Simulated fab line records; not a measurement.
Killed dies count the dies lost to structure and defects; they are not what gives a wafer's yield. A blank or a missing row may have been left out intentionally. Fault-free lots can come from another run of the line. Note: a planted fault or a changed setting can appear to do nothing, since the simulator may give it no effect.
Comparing a struck lot with a sound one + flow sky130 + 15 out of 708 route steps
Sound: the wafers L271.1, L271.5, L271.6. Struck: wafers L276.2, L276.3. (L276.1 of the same lot was not struck and is left out.) The cause comes at the end.
Per side, at each step with rows, come the tool, then ch with its chambers, and then its first start. Under that, the readings that differ: sound wafers + struck wafers + difference of the means + sigmas: that difference in standard deviations of wafers without a fault.
alike: a reading whose means differ by less than 2 such deviations, as well as words and numbers matching on both sides. not compared: withheld readings; readings where some wafer has no value; bounds like >300 that might hide an equal value; numbers whose values overlap and for which the record gives no deviation.
Wherever a step has rows on one side only, a row that says differs or no value, or a row with sigmas, the two part there. Numbers that don't overlap but have no deviation are shown without sigmas and don't part them. Lack of a reading on every wafer of one side parts them only where that side has two or more wafers.

SKY_VIA1_ETCH_14: etches BARC in N2/H2, stops on SiO2, time 45.9 s, target depth 60 nm.
  sound on rie-diel-01 ch 0,3, day 34 20:56; struck on rie-diel-02 ch 1,3, day 36 11:59
  alike: chamber-pressure-mTorr, drypump-motor-current-A, oes-product-au, throttle-valve-pct
  not compared: rf-hours-counter-h
SKY_VIA1_ETCH_15: etches SiO2 in C4F8/O2/Ar, stops on TiN, target depth 351 nm, time 54 s.
  sound on rie-diel-01 ch 0,3, day 34 20:58; struck on rie-diel-02 ch 1,3, day 36 12:01
  alike: chamber-pressure-mTorr, oes-product-au
SKY_VIA1_STRIP_16: strips in O2/N2.
  sound on plasma-asher-02 ch 0,1, day 34 21:01; struck on plasma-asher-01 ch 0,1, day 36 12:04
  alike: chamber-pressure-mTorr, drypump-motor-current-A, oes-product-au, strip-time-to-endpoint-s
  not compared: rf-hours-counter-h
then, 3 steps without rows for these wafers: SKY_VIA1_STRIP_17 (strips in post etch residue remover, time 1200 s); SKY_VIA1_CLEAN_18 (cleans in IPA, time 180 s); SKY_VIA1_CLEAN_19 (cleans in O3/DIW).
SKY_VIA1_SPUTTER_20: material TiN, target thk 20 nm, time 80 s.
  sound: pvd-sputter-04 at day 34 21:37; struck: pvd-sputter-04 at day 36 12:40
  alike: throttle-valve-pct
SKY_VIA1_CVD_21: deposits W, target thk 270 nm, time 80.902 s.
  sound on cvd-w-02 ch 0,1, day 34 21:40; struck on cvd-w-02 ch 0,1, day 36 12:43
  alike: heater-power-outer-w, heater-power-w
SKY_VIA1_RS_MEAS_22: measures by four-point-probe.
  sound: film-metro-02 at day 34 21:46; struck: film-metro-02 at day 36 12:49
  alike: VIA1_W_RS
SKY_VIA1_THK_MEAS_23: measures by xrf.
  sound: film-metro-02 at day 34 21:53; struck: film-metro-02 at day 36 12:56
  alike: VIA1_W_THK
then, 2 steps without rows for these wafers: SKY_VIA1_CMP_24 (polishes, stops on SiO2, t overpolish 15 s, target thk 0 nm); SKY_METAL2_SPUTTER_00 (material Ti, target thk 15 nm, time 10 s).
SKY_METAL2_SPUTTER_01: material TiN, target thk 20 nm, time 16.7 s.
  sound: pvd-sputter-02 at day 34 22:23; struck: pvd-sputter-02 at day 36 13:19
| reading                                    | sound             | struck      | difference | sigmas |
|--------------------------------------------|-------------------|-------------|------------|--------|
| model.TiN_of_METAL2_SPUTTER_01.thk-nm (nm) | 19.84 19.96 19.96 | 9.507 9.489 | -10.422    |        |
  alike: throttle-valve-pct
then, 1 step without rows for these wafers: SKY_METAL2_SPUTTER_02 (material AlCu, target thk 250 nm, time 13.3 s).
-- the record jumps here: 11 days lie between the struck wafers' starts before and after (it left off in module METAL2 and takes up again in module PAD_OPEN, whose first step shown is number 708 of the route) --
SKY_PAD_OPEN_PROBE_99:
  sound: prober-02 at day 46 13:36; struck: prober-01 at day 47 20:19
  alike: defect-limited-yield, killed_at_M0_to_M3, killed_at_M4_up, killed-at-contacts, killed-at-front-end, killed-at-other, killed-dies, killed-open, killed-short, sort_bin_3_pad_short, sort_bin_5_function, sort_bin_6_memory, sort-n-pass, sort-yield-pct

## WHERE THEY PART
Nowhere in this record.

WHY: what had been put in by the simulator
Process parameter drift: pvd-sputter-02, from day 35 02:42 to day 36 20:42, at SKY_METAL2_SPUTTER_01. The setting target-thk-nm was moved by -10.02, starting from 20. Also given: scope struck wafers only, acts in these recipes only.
